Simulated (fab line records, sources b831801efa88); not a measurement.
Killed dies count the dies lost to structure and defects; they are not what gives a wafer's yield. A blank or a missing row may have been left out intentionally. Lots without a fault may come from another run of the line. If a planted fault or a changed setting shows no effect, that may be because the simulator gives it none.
Chamber matching / flow gf180mcu / cmp-02 running GF_V4_CMP_04: 4 sister chambers
The step polishes SiO2. 14 wafers are shown with their chamber, then 7 later ones without.

WAFERS WITH THEIR CHAMBER
wafer=L144.2; chamber=1; motor current A (A)=11.4; time to endpoint s (s)=73; platen rpm (rpm)=59.94
wafer=L144.4; chamber=0; motor current A (A)=12.1; time to endpoint s (s)=80; platen rpm (rpm)=60.01
wafer=L144.5; chamber=2; motor current A (A)=13.9; time to endpoint s (s)=78; platen rpm (rpm)=59.99
wafer=L146.1; chamber=1; motor current A (A)=11.5; time to endpoint s (s)=72; platen rpm (rpm)=60.02
wafer=L146.2; chamber=0; motor current A (A)=12.0; time to endpoint s (s)=79; platen rpm (rpm)=59.98
wafer=L146.5; chamber=2; motor current A (A)=13.3; time to endpoint s (s)=75; platen rpm (rpm)=60.04
wafer=L152.1; chamber=1; motor current A (A)=12.1; time to endpoint s (s)=83; platen rpm (rpm)=60.00
wafer=L152.2; chamber=0; motor current A (A)=12.7; time to endpoint s (s)=85; platen rpm (rpm)=60.03
wafer=L152.6; chamber=3; motor current A (A)=12.0; time to endpoint s (s)=84; platen rpm (rpm)=59.92
wafer=L157.1; chamber=2; motor current A (A)=13.9; time to endpoint s (s)=73; platen rpm (rpm)=60.08
wafer=L157.4; chamber=3; motor current A (A)=11.4; time to endpoint s (s)=83; platen rpm (rpm)=59.94
wafer=L157.5; chamber=2; motor current A (A)=13.7; time to endpoint s (s)=74; platen rpm (rpm)=60.03
wafer=L159.1; chamber=1; motor current A (A)=11.6; time to endpoint s (s)=67; platen rpm (rpm)=59.99
wafer=L159.5; chamber=3; motor current A (A)=11.2; time to endpoint s (s)=82; platen rpm (rpm)=60.01

SIGNATURES, as means of the wafers listed above
reading=motor current A; chamber 0=12.267; chamber 1=11.650; chamber 2=13.700; chamber 3=11.533; scatter within a chamber=0.341
reading=time to endpoint s; chamber 0=81.33; chamber 1=73.75; chamber 2=75.00; chamber 3=83.00; scatter within a chamber=4.14
reading=platen rpm; chamber 0=60.0067; chamber 1=59.9875; chamber 2=60.0350; chamber 3=59.9567; scatter within a chamber=0.0365
Rule: for a wafer and a chamber, the distance is found by dividing, reading by reading, the gap between the wafer's reading and the chamber's mean by the reading's scatter, squaring, summing and taking the root. The wafer belongs to the nearest chamber; if the next one is less than 2 further off, it can't be placed. The scatter: the root of (the sum of the squares of (reading less its chamber's mean) over the shown wafers, divided by (wafers less chambers)).

WAFERS MISSING THEIR CHAMBER
wafer=L159.6; motor current A (A)=11.6; time to endpoint s (s)=83; platen rpm (rpm)=60.01
wafer=L161.3; motor current A (A)=14.1; time to endpoint s (s)=81; platen rpm (rpm)=60.00
wafer=L161.4; motor current A (A)=11.9; time to endpoint s (s)=84; platen rpm (rpm)=60.01
wafer=L161.6; motor current A (A)=11.4; time to endpoint s (s)=85; platen rpm (rpm)=59.98
wafer=L163.2; motor current A (A)=11.5; time to endpoint s (s)=81; platen rpm (rpm)=59.92
wafer=L163.5; motor current A (A)=11.7; time to endpoint s (s)=82; platen rpm (rpm)=59.98
wafer=L163.6; motor current A (A)=12.0; time to endpoint s (s)=85; platen rpm (rpm)=60.01

WHICH CHAMBER EACH WENT THROUGH
wafer=L159.6; from the rows above=can't be placed: 3 or 0 or 1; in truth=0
wafer=L161.3; from the rows above=2; in truth=2
wafer=L161.4; from the rows above=can't be placed: 0 or 3 or 1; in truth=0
wafer=L161.6; from the rows above=can't be placed: 3 or 0 or 1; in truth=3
wafer=L163.2; from the rows above=can't be placed: 3 or 1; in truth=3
wafer=L163.5; from the rows above=can't be placed: 3 or 0 or 1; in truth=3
wafer=L163.6; from the rows above=can't be placed: 0 or 3 or 1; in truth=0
Correct placement for 1 of the 7. Not placeable from these rows: 6 (in 6, the candidates include the true chamber). 0 placed wrongly.
